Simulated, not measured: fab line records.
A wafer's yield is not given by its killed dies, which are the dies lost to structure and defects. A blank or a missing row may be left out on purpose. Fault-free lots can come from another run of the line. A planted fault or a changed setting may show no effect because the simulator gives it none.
Which tool was responsible?	flow gf180mcu	14 lots, 41 wafers sampled, at 4 steps of a route of 602

## WHAT EACH GAUGE READ, for each wafer
GF_STI_THK_MEAS_30.
lot	measured	on	STI_OXIDATION_02_THK (nm)
L852	day 2 05:53	film_metro-02	10.48 10.41 10.51
L853	day 2 10:31	film_metro-04	10.07 10.39 10.29
L854	day 2 16:02	film_metro-04	10.03 10.01 10.11
L856	day 3 03:49	film_metro-03	9.83 9.87 9.84
L857	day 3 11:25	film_metro-03	10.00 9.94 9.76
L858	day 3 14:00	film_metro-03	9.99 9.91 9.69
L859	day 3 19:23	film_metro-02	9.78 9.98 9.93
L860	day 3 22:59	film_metro-03	10.30 10.12 10.16
L861	day 4 04:19	film_metro-03	10.30 10.32 10.33
L862	day 4 09:13	film_metro-03	10.17 10.16 10.16
L863	day 4 18:11	film_metro-02	9.74 9.89 9.81
L865	day 5 03:25	film_metro-03	9.83 9.88 9.99
L870	day 6 03:13	film_metro-04	9.93 9.95
L873	day 6 22:35	film_metro-04	10.26 9.95 10.27

GF_V2_BOW_MEAS_05.
lot	measured	on	V2_BOW (um)
L852	day 19 05:01	film_metro-01	92 87 95
L853	day 19 10:56	film_metro-03	90 89 93
L854	day 20 01:31	film_metro-03	93 104 104
L856	day 21 00:45	film_metro-04	99 106 102
L857	day 21 08:50	film_metro-01	99 91 95
L858	day 21 15:07	film_metro-03	99 99 105
L859	day 21 23:38	film_metro-04	99 108 100
L860	day 22 11:00	film_metro-04	95 104 104
L861	day 22 19:02	film_metro-03	81 92 93
L862	day 23 02:56	film_metro-01	84 91 90
L863	day 23 18:58	film_metro-03	103 89 87
L865	day 24 05:50	film_metro-04	89 92 99
L870	day 25 15:08	film_metro-04	97 87
L873	day 26 17:43	film_metro-04	106 101 102

## TOOL THAT RAN EACH LOT (tool first, then ch and the chambers of the sampled wafers, then the start)
lot	GF_POLY_GATE_SOFTBAKE_06	GF_V2_CVD_02
L852	litho_track-03 ch 0, day 8 20:00	pecvd-03 ch 0,1,2, day 19 04:34
L853	litho_track-01 ch 0, day 9 01:00	pecvd-04 ch 0,2, day 19 10:28
L854	litho_track-01 ch 0, day 9 09:00	pecvd-04 ch 0,1, day 20 01:06
L856	litho_track-04 ch 0, day 10 01:00	pecvd-04 ch 0,1, day 21 00:20
L857	litho_track-03 ch 0, day 10 10:00	pecvd-01 ch 0,1, day 21 08:18
L858	litho_track-03 ch 0, day 10 15:00	pecvd-04 ch 1,2, day 21 14:40
L859	litho_track-03 ch 0, day 10 21:00	pecvd-03 ch 0,2, day 21 23:11
L860	litho_track-01 ch 0, day 11 05:00	pecvd-01 ch 0,2, day 22 10:33
L861	litho_track-04 ch 0, day 11 14:00	pecvd-03 ch 0,1,2, day 22 18:36
L862	litho_track-03 ch 0, day 11 20:00	pecvd-01 ch 0,1, day 23 02:28
L863	litho_track-03 ch 0, day 12 07:00	pecvd-03 ch 0,2, day 23 17:26
L865	litho_track-03 ch 0, day 12 17:00	pecvd-04 ch 1,2, day 24 05:25
L870	litho_track-03 ch 0, day 14 02:00	pecvd-03 ch 2, day 25 14:40
L873	litho_track-04 ch 0, day 15 04:00	pecvd-04 ch 0,1, day 26 17:16
- GF_POLY_GATE_SOFTBAKE_06: time 60 s.
- GF_V2_CVD_02: deposits SiO2 from TEOS, target thk 850 nm, time 94.851 s.

## AS READ BY THE TOOLS THEMSELVES (means over the sampled wafers that have a number; for cases with no such wafer, the mark the record gives instead)
GF_POLY_GATE_SOFTBAKE_06.
lot	tool	chill_plate_temp_C (C)	run_length_s (s)
L852	litho_track-03	22.95	89.11
L853	litho_track-01	23.11	89.14
L854	litho_track-01	23.04	89.00
L856	litho_track-04	22.92	89.32
L857	litho_track-03	23.00	89.10
L858	litho_track-03	23.13	89.23
L859	litho_track-03	22.88	89.14
L860	litho_track-01	23.07	89.03
L861	litho_track-04	23.10	89.19
L862	litho_track-03	22.95	89.10
L863	litho_track-03	23.00	89.15
L865	litho_track-03	23.02	90.05
L870	litho_track-03	22.85	91.50
L873	litho_track-04	23.10	89.33

GF_V2_CVD_02.
lot	tool	heater_power_w (W)
L852	pecvd-03	521
L853	pecvd-04	631
L854	pecvd-04	631
L856	pecvd-04	644
L857	pecvd-01	545
L858	pecvd-04	701
L859	pecvd-03	552
L860	pecvd-01	627
L861	pecvd-03	567
L862	pecvd-01	564
L863	pecvd-03	521
L865	pecvd-04	685
L870	pecvd-03	532
L873	pecvd-04	616

## THE ANSWER, worked out from the rows above alone
Rule: the lots themselves supply what counts as usual. Put in order of their means at a reading, lots are off if they are a third of the lots or fewer, leave a main group of 4 or more, and stand apart from it by a gap of 3 or more times the standard deviation of the main group's means; of several such gaps the widest counts. If all means in a main group match to the digits the tables above print for the reading, that group is not used. A lot without any number at a reading at which 4 lots or more have one is off too. All remaining lots with rows at the step are treated as sound. First the gauges in route order, then the tools' own readings, where a lot's mean is used as printed above. At the first step where some lot is off, the reading lying furthest off is the one used; lots without a number count as furthest.
Off, at GF_POLY_GATE_SOFTBAKE_06 on run_length_s: L865, L870. Main group: mean 89.15 s, sd 0.097.
A tool fits if, at that step or a process step before it, it ran every lot that is off, and no sound lot after the first of them. One fits: litho_track-03 at GF_POLY_GATE_SOFTBAKE_06. Its last sound lot is L863 (day 12 07:00), its first lot that is off L865 (day 12 17:00): a fault that began between those two fits.
The tool's own readings at GF_POLY_GATE_SOFTBAKE_06 bear it out: on the lots that are off they differ by more than 5 times the standard deviation of the sound lots' means. run_length_s reads 90.78 s there against 89.15 s on the sound lots.

## WHAT THE SIMULATOR PUT IN
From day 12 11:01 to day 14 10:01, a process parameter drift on litho_track-03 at GF_POLY_GATE_SOFTBAKE_06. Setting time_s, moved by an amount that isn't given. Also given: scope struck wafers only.
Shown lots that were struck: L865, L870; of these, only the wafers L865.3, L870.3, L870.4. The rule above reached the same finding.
